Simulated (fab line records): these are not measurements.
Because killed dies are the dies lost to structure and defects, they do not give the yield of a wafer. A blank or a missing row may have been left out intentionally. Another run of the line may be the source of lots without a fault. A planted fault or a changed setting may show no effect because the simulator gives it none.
A single fault, viewed from 2 desks -- flow gf180mcu -- each desk holds nothing but its own numbers, with what lay behind them at the end

## AT THE METROLOGY DESK
What the gauges read for every lot (on any tool): the sampled wafers with a number, averaged. A lot is out of limits, marked OUT, if its mean lies more than 4 standard deviations from the usual mean; the brackets give that distance.
Columns: A = V4_CVD_02_THK at GF_V4_THK_MEAS_03, usual 853 nm; B = V4_OVL at GF_V4_OVL_MEAS_15, usual -2 nm
lot,first seen here,A,B
L205,day 24 06:45,853,-0
L206,day 24 13:15,839,1
L207,day 24 20:50,847,-7
L208,day 25 05:52,864,-3
L209,day 25 17:14,859,1
L210,day 26 06:43,859,-4
L218,day 28 08:31,666 (-19) OUT,4
L220,day 29 00:38,665 (-19) OUT,-2
L221,day 29 05:02,856,-1
L222,day 29 12:55,863,1
L223,day 29 20:38,858,-4
L225,day 30 07:13,864,-2
Per this desk, out of limits: L218, L220; the first was L218, day 28 08:31 (V4_CVD_02_THK at GF_V4_THK_MEAS_03). L205, L206, L207, L208, L209, L210, L221, L222, L223, L225: within limits.

## DESK OF THE TOOL OWNER: pecvd-04
The tool's own readings at GF_V4_CVD_02 (deposits SiO2 from TEOS, target thk 850 nm, time 94.851 s): means of the sampled wafers that have a number, for each lot that ran on this tool. A lot is out of limits, marked OUT, if its mean lies more than 4 standard deviations from the usual mean; the brackets give that distance.
Columns: A = heater-power-w at GF_V4_CVD_02, usual 659 W
lot,first seen here,A
L206,day 24 13:10,614
L208,day 25 05:48,575
L209,day 25 17:10,650
L218,day 28 08:26,698
L220,day 29 00:34,563
Result from this desk: across the 5 lots, nothing is out of limits.

## BROUGHT TOGETHER
L218, L220 would have let the metrology desk raise an alarm at day 28 08:31.
Nothing out of limits was seen by the tool owner's desk.
On record at the tool owner's desk: L218, L220, within its limits.
Of the lots named, all ran GF_V4_CVD_02 on pecvd-04.

## WHAT THE SIMULATOR PUT IN
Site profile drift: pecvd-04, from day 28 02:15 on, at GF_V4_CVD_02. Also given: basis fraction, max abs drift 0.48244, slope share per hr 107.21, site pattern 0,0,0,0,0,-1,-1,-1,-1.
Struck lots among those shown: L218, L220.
Delay in hours, fault start to first out-of-limits reading, per desk: metrology desk 6.
